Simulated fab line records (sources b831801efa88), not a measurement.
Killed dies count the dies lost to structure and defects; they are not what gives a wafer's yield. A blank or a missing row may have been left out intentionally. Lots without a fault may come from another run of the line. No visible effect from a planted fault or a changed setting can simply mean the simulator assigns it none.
The tool behind it: which one? | flow sky130 | Sampling: 24 lots, 72 wafers, 6 of 708 route steps

WHAT THE GAUGES READ, wafer by wafer
SKY_FIELD_ISO_BOW_MEAS_00. Usual: INCOMING_BOW 1 um, standard deviation 6.1.
lot  | measured    | on            | INCOMING_BOW (um) | flag
L074 | day 1 10:00 | film_metro-03 | -12 2 2           |
L075 | day 1 15:01 | film_metro-02 | -4 1 -4           |
L076 | day 1 20:01 | film_metro-02 | 3 0 16            |
L077 | day 2 01:00 | film_metro-02 | 0 -14 -4          |
L078 | day 2 06:02 | film_metro-02 | -2 -8 3           |
L079 | day 2 11:00 | film_metro-01 | 3 -3 -2           |
L080 | day 2 16:02 | film_metro-02 | 0 15 5            |
L081 | day 2 21:00 | film_metro-03 | -3 5 5            |
L082 | day 3 02:01 | film_metro-02 | 3 8 -1            |
L083 | day 3 07:00 | film_metro-01 | -11 6 6           |
L084 | day 3 12:01 | film_metro-01 | 5 4 8             |
L085 | day 3 17:01 | film_metro-03 | 0 -2 -4           |
L086 | day 3 22:01 | film_metro-02 | 5 -4 2            |
L087 | day 4 03:02 | film_metro-03 | 2 1 2             |
L088 | day 4 08:00 | film_metro-03 | -6 6 -4           |
L089 | day 4 13:01 | film_metro-01 | 5 -1 8            |
L090 | day 4 18:01 | film_metro-03 | 2 4 3             |
L091 | day 4 23:00 | film_metro-03 | -6 5 2            |
L092 | day 5 04:01 | film_metro-03 | 3 4 -3            |
L093 | day 5 09:00 | film_metro-01 | 11 -9 -9          |
L094 | day 5 14:02 | film_metro-03 | 1 4 13            |
L095 | day 5 19:00 | film_metro-03 | -3 -6 0           |
L096 | day 6 00:00 | film_metro-03 | 8 6 -2            |
L097 | day 6 05:00 | film_metro-02 | 10 -7 -1          |

SKY_PWDE_OVL_MEAS_07. Usual: PWDE_OVL 0.5 nm, standard deviation 1.4.
lot  | measured    | on         | PWDE_OVL (nm)  | flag
L074 | day 3 20:04 | overlay-01 | -0.3 -1.7 -1.9 |
L075 | day 3 23:58 | overlay-01 | 0.3 -1.5 -1.3  |
L076 | day 4 05:06 | overlay-02 | 0.4 -0.2 0.9   |
L077 | day 4 11:43 | overlay-02 | 4.3 3.6 1.9    |
L078 | day 4 20:22 | overlay-02 | -1.4 -1.6 -0.7 |
L079 | day 4 23:34 | overlay-01 | 1.3 -0.3 0.3   |
L080 | day 5 02:43 | overlay-01 | -0.3 1.5 2.4   |
L081 | day 6 00:55 | overlay-01 | 0.9 0.1 -0.2   |
L082 | day 6 04:20 | overlay-01 | 2.0 2.0 3.0    |
L083 | day 6 04:03 | overlay-01 | 2.0 2.0 1.7    |
L084 | day 6 06:15 | overlay-01 | -0.9 -0.3 0.7  |
L085 | day 6 14:36 | overlay-01 | -0.3 1.6 0.9   |
L086 | day 6 21:36 | overlay-01 | 0.2 0.8 -0.9   |
L087 | day 7 05:59 | overlay-02 | 1.3 1.8 -0.6   |
L088 | day 7 08:24 | overlay-01 | -0.9 1.6 0.6   |
L089 | day 7 10:34 | overlay-02 | -0.2 -0.3 -1.5 |
L090 | day 7 15:52 | overlay-01 | -0.5 1.1 -0.7  |
L091 | day 7 22:55 | overlay-01 | 1.4 -0.5 0.9   |
L092 | day 8 00:47 | overlay-01 | -2.5 0.0 -1.8  |
L093 | day 8 06:52 | overlay-01 | 2.2 0.1 1.7    |
L094 | day 8 13:46 | overlay-02 | 2.1 2.6 0.2    |
L095 | day 8 20:00 | overlay-01 | -0.1 0.0 2.7   |
L096 | day 9 02:33 | overlay-02 | 1.0 2.6 0.6    |
L097 | day 9 04:39 | overlay-01 | 1.8 3.0 1.4    |

SKY_VT_ADJUST_NCORE_CD_MEAS_07 targets a cd of 380 nm. Usual: cd_nm at 379.4 nm, with a standard deviation of 3.
lot  | measured     | on        | cd_nm (nm)        | flag
L074 | day 8 09:12  | cd_sem-01 | 379.0 378.1 378.1 |
L075 | day 8 17:16  | cd_sem-02 | 383.6 382.9 381.7 |
L076 | day 8 21:38  | cd_sem-01 | 379.7 379.0 377.0 |
L077 | day 9 05:18  | cd_sem-02 | 382.6 384.0 379.2 |
L078 | day 9 16:21  | cd_sem-01 | 380.8 379.4 379.3 |
L079 | day 9 21:04  | cd_sem-02 | 379.8 381.2 381.8 |
L080 | day 10 02:05 | cd_sem-02 | 375.1 375.3 377.5 |
L081 | day 11 05:24 | cd_sem-01 | 378.7 376.9 377.7 |
L082 | day 11 10:03 | cd_sem-02 | 374.7 375.3 374.1 |
L083 | day 11 10:01 | cd_sem-01 | 378.2 378.0 377.8 |
L084 | day 11 13:01 | cd_sem-01 | 380.2 377.7 379.0 |
L085 | day 11 23:08 | cd_sem-01 | 384.7 386.0 386.0 |
L086 | day 12 07:37 | cd_sem-01 | 378.8 382.8 379.1 |
L087 | day 12 17:56 | cd_sem-01 | 373.6 375.4 374.2 |
L088 | day 12 21:41 | cd_sem-01 | 374.5 375.6 376.9 |
L089 | day 13 02:32 | cd_sem-02 | 381.7 380.2 380.1 |
L090 | day 13 06:32 | cd_sem-01 | 378.8 374.8 376.8 |
L091 | day 13 15:07 | cd_sem-02 | 382.0 383.5 383.5 |
L092 | day 13 17:35 | cd_sem-02 | 378.7 377.2 378.0 |
L093 | day 14 03:49 | cd_sem-02 | 378.7 380.4 381.0 |
L094 | day 14 08:37 | cd_sem-02 | 385.3 386.8 384.7 |
L095 | day 14 18:50 | cd_sem-01 | 378.9 378.1 378.2 |
L096 | day 15 03:36 | cd_sem-01 | 380.2 379.8 378.6 |
L097 | day 15 05:04 | cd_sem-01 | 378.1 381.0 379.4 |

TOOL THAT RAN EACH LOT (tool first, then ch and the chambers of the sampled wafers, then the start)
lot  | SKY_FIELD_ISO_ETCH_17           | SKY_NWELL_STRIP_25                   | SKY_NWELL_RTA_28
L074 | rie_si-01 ch 0,1,3, day 2 06:19 | plasma_asher-01 ch 0,1, day 5 06:13  | rtp_anneal-01 ch 0, day 5 06:25
L075 | rie_si-01 ch 0,1,2, day 2 10:20 | plasma_asher-04 ch 0,1, day 5 11:16  | rtp_anneal-02 ch 0, day 5 11:30
L076 | rie_si-01 ch 0,2, day 2 15:22   | plasma_asher-04 ch 1, day 5 14:46    | rtp_anneal-01 ch 0, day 5 14:59
L077 | rie_si-01 ch 0,2,3, day 2 21:05 | plasma_asher-02 ch 0,1, day 5 22:58  | rtp_anneal-01 ch 0, day 5 23:11
L078 | rie_si-01 ch 0,1,2, day 3 03:04 | plasma_asher-04 ch 0,1, day 6 08:19  | rtp_anneal-01 ch 0, day 6 08:31
L079 | rie_si-01 ch 1,2,3, day 3 08:28 | plasma_asher-02 ch 0,1, day 6 11:08  | rtp_anneal-02 ch 0, day 6 11:20
L080 | rie_si-01 ch 0,1,2, day 3 11:31 | plasma_asher-01 ch 0,1, day 6 16:27  | rtp_anneal-02 ch 0, day 6 16:40
L081 | rie_si-01 ch 0,2,3, day 4 08:22 | plasma_asher-02 ch 0,1, day 7 15:42  | rtp_anneal-02 ch 0, day 7 15:55
L082 | rie_si-01 ch 0,1,3, day 4 08:27 | plasma_asher-02 ch 0,1, day 7 19:16  | rtp_anneal-02 ch 0, day 7 19:29
L083 | rie_si-01 ch 0,2, day 4 08:31   | plasma_asher-04 ch 0,1, day 7 18:39  | rtp_anneal-01 ch 0, day 7 18:52
L084 | rie_si-01 ch 1,2,3, day 4 10:58 | plasma_asher-01 ch 0,1, day 7 22:05  | rtp_anneal-01 ch 0, day 7 22:18
L085 | rie_si-01 ch 0,3, day 4 13:40   | plasma_asher-01 ch 0,1, day 8 06:19  | rtp_anneal-02 ch 0, day 8 06:35
L086 | rie_si-01 ch 0,2,3, day 4 18:22 | plasma_asher-01 ch 1, day 8 14:17    | rtp_anneal-02 ch 0, day 8 14:33
L087 | rie_si-01 ch 0,1,2, day 4 23:31 | plasma_asher-02 ch 0,1, day 8 23:34  | rtp_anneal-02 ch 0, day 8 23:49
L088 | rie_si-01 ch 1,2, day 5 06:02   | plasma_asher-02 ch 0,1, day 9 01:37  | rtp_anneal-01 ch 0, day 9 01:53
L089 | rie_si-01 ch 0,2,3, day 5 11:34 | plasma_asher-02 ch 0,1, day 9 04:49  | rtp_anneal-02 ch 0, day 9 05:07
L090 | rie_si-02 ch 0,1, day 5 15:55   | plasma_asher-04 ch 0,1, day 9 09:45  | rtp_anneal-02 ch 0, day 9 10:02
L091 | rie_si-01 ch 0,2,3, day 6 02:46 | plasma_asher-02 ch 0,1, day 9 16:40  | rtp_anneal-02 ch 0, day 9 16:52
L092 | rie_si-02 ch 0,2, day 6 03:29   | plasma_asher-02 ch 0,1, day 9 18:30  | rtp_anneal-01 ch 0, day 9 18:43
L093 | rie_si-01 ch 0,1,3, day 6 09:14 | plasma_asher-02 ch 0,1, day 10 02:18 | rtp_anneal-02 ch 0, day 10 02:34
L094 | rie_si-01 ch 0,1,3, day 6 14:11 | plasma_asher-04 ch 0,1, day 10 08:42 | rtp_anneal-01 ch 0, day 10 08:55
L095 | rie_si-02 ch 0,1,2, day 6 18:07 | plasma_asher-01 ch 0,1, day 10 16:04 | rtp_anneal-01 ch 0, day 10 16:17
L096 | rie_si-01 ch 0,1,2, day 6 23:19 | plasma_asher-04 ch 0,1, day 10 23:09 | rtp_anneal-01 ch 0, day 10 23:22
L097 | rie_si-02 ch 0,1, day 7 03:31   | plasma_asher-02 ch 0,1, day 11 00:30 | rtp_anneal-02 ch 0, day 11 00:46
- SKY_FIELD_ISO_ETCH_17: etches Si in HBr/Cl2/O2, target depth 342 nm, time 97.7 s.
- SKY_NWELL_STRIP_25: strips in O2/N2.
- SKY_NWELL_RTA_28: time 30 s.

WHAT THE TOOLS THEMSELVES READ (means of the sampled wafers that have a number; where no wafer has one, the mark that the record gives instead)
SKY_FIELD_ISO_ETCH_17. Usual: drypump_motor_current_A 5.8 A, standard deviation 0.47; oes_product_au 1.001 a.u., standard deviation 0.0073; throttle_valve_pct 25.656 %, standard deviation 0.01.
lot  | tool      | drypump_motor_current_A (A) | oes_product_au (a.u.) | throttle_valve_pct (%) | flag
L074 | rie_si-01 | 6.0                         | 1.004                 | 25.647                 |
L075 | rie_si-01 | 5.8                         | 1.006                 | 25.646                 |
L076 | rie_si-01 | 5.8                         | 1.008                 | 25.659                 |
L077 | rie_si-01 | 6.1                         | 0.998                 | 25.656                 |
L078 | rie_si-01 | 5.9                         | 0.997                 | 25.655                 |
L079 | rie_si-01 | 5.7                         | 1.000                 | 25.657                 |
L080 | rie_si-01 | 5.9                         | 1.001                 | 25.661                 |
L081 | rie_si-01 | 6.1                         | 0.992                 | 25.660                 |
L082 | rie_si-01 | 6.1                         | 0.996                 | 25.652                 |
L083 | rie_si-01 | 5.8                         | 0.995                 | 25.661                 |
L084 | rie_si-01 | 5.7                         | 1.005                 | 25.657                 |
L085 | rie_si-01 | 6.4                         | 1.001                 | 25.654                 |
L086 | rie_si-01 | 6.0                         | 0.996                 | 25.664                 |
L087 | rie_si-01 | 5.9                         | 1.006                 | 25.655                 |
L088 | rie_si-01 | 5.5                         | 1.008                 | 25.647                 |
L089 | rie_si-01 | 6.1                         | 0.998                 | 25.661                 |
L090 | rie_si-02 | 5.4                         | 0.995                 | 25.641                 |
L091 | rie_si-01 | 6.0                         | 0.999                 | 25.657                 |
L092 | rie_si-02 | 5.2                         | 0.997                 | 25.665                 |
L093 | rie_si-01 | 6.1                         | 1.003                 | 25.655                 |
L094 | rie_si-01 | 6.0                         | 1.000                 | 25.654                 |
L095 | rie_si-02 | 5.3                         | 1.001                 | 25.654                 |
L096 | rie_si-01 | 5.8                         | 0.997                 | 25.659                 |
L097 | rie_si-02 | 5.6                         | 1.001                 | 25.656                 |

SKY_NWELL_STRIP_25. Usual: drypump_motor_current_A 5.6 A, standard deviation 0.56; oes_product_au 0.722 a.u., standard deviation 0.0044; strip_time_to_endpoint_s 36.97 s, standard deviation 0.086.
lot  | tool            | drypump_motor_current_A (A) | oes_product_au (a.u.) | strip_time_to_endpoint_s (s) | flag
L074 | plasma_asher-01 | 5.6                         | 0.722                 | 37.02                        |
L075 | plasma_asher-04 | 4.8                         | 0.722                 | 36.88                        |
L076 | plasma_asher-04 | 4.7                         | 0.726                 | 37.02                        |
L077 | plasma_asher-02 | 6.0                         | 0.723                 | 36.95                        |
L078 | plasma_asher-04 | 4.8                         | 0.723                 | 36.93                        |
L079 | plasma_asher-02 | 5.9                         | 0.725                 | 36.97                        |
L080 | plasma_asher-01 | 5.8                         | 0.723                 | 37.09                        |
L081 | plasma_asher-02 | 6.1                         | 0.721                 | 36.95                        |
L082 | plasma_asher-02 | 5.9                         | 0.720                 | 36.98                        |
L083 | plasma_asher-04 | 4.8                         | 0.719                 | 36.94                        |
L084 | plasma_asher-01 | 5.8                         | 0.722                 | 36.86                        |
L085 | plasma_asher-01 | 5.6                         | 0.717                 | 36.98                        |
L086 | plasma_asher-01 | 6.1                         | 0.721                 | 36.95                        |
L087 | plasma_asher-02 | 6.1                         | 0.722                 | 36.84                        |
L088 | plasma_asher-02 | 6.1                         | 0.725                 | 36.92                        |
L089 | plasma_asher-02 | 5.9                         | 0.720                 | 36.95                        |
L090 | plasma_asher-04 | 4.8                         | 0.717                 | 36.92                        |
L091 | plasma_asher-02 | 6.1                         | 0.722                 | 36.97                        |
L092 | plasma_asher-02 | 5.9                         | 0.721                 | 37.07                        |
L093 | plasma_asher-02 | 5.9                         | 0.720                 | 36.93                        |
L094 | plasma_asher-04 | 4.8                         | 0.722                 | 36.95                        |
L095 | plasma_asher-01 | 5.8                         | 0.723                 | 37.06                        |
L096 | plasma_asher-04 | 4.8                         | 0.718                 | 37.10                        |
L097 | plasma_asher-02 | 5.9                         | 0.725                 | 36.97                        |

SKY_NWELL_RTA_28. Usual: lamp_power_pct 25.30 %, standard deviation 0.056; wafer_temp_C_max 1054.9, standard deviation 0.93.
lot  | tool          | lamp_power_pct (%) | wafer_temp_C_max | flag
L074 | rtp_anneal-01 | 25.31              | 1054.9           |
L075 | rtp_anneal-02 | 25.29              | 1056.0           |
L076 | rtp_anneal-01 | 25.35              | 1054.0           |
L077 | rtp_anneal-01 | 25.33              | 1055.6           |
L078 | rtp_anneal-01 | 25.30              | 1054.7           |
L079 | rtp_anneal-02 | 25.29              | 1054.4           |
L080 | rtp_anneal-02 | 25.27              | 1054.8           |
L081 | rtp_anneal-02 | 25.26              | 1054.7           |
L082 | rtp_anneal-02 | 25.33              | 1055.0           |
L083 | rtp_anneal-01 | 25.27              | 1055.6           |
L084 | rtp_anneal-01 | 25.27              | 1055.5           |
L085 | rtp_anneal-02 | 25.29              | 1054.3           |
L086 | rtp_anneal-02 | 25.32              | 1054.3           |
L087 | rtp_anneal-02 | 25.32              | 1053.8           |
L088 | rtp_anneal-01 | 25.30              | 1054.9           |
L089 | rtp_anneal-02 | 25.32              | 1054.5           |
L090 | rtp_anneal-02 | 25.33              | 1055.1           |
L091 | rtp_anneal-02 | 25.29              | 1055.3           |
L092 | rtp_anneal-01 | 25.29              | 1055.0           |
L093 | rtp_anneal-02 | 25.37              | 1055.2           |
L094 | rtp_anneal-01 | 25.30              | 1054.2           |
L095 | rtp_anneal-01 | 25.25              | 1054.2           |
L096 | rtp_anneal-01 | 25.32              | 1055.3           |
L097 | rtp_anneal-02 | 25.28              | 1054.8           |

THE ANSWER, worked out from the rows above alone
Rule: lot off if the mean of its wafers having a number is beyond 3 standard deviations from the usual mean. Also off: a lot with no number at a reading for which 4 or more lots have one. Any other lot the step has rows for is counted as sound. The gauges are gone through in route order, then the tools' own readings, and for those a lot's mean is taken as printed above. At the first step where some lot is off, the reading lying furthest off is the one used; lots without a number count as furthest.
Nothing can be told from this: no lot is off at any reading shown.

WHAT THE SIMULATOR HAD INSERTED
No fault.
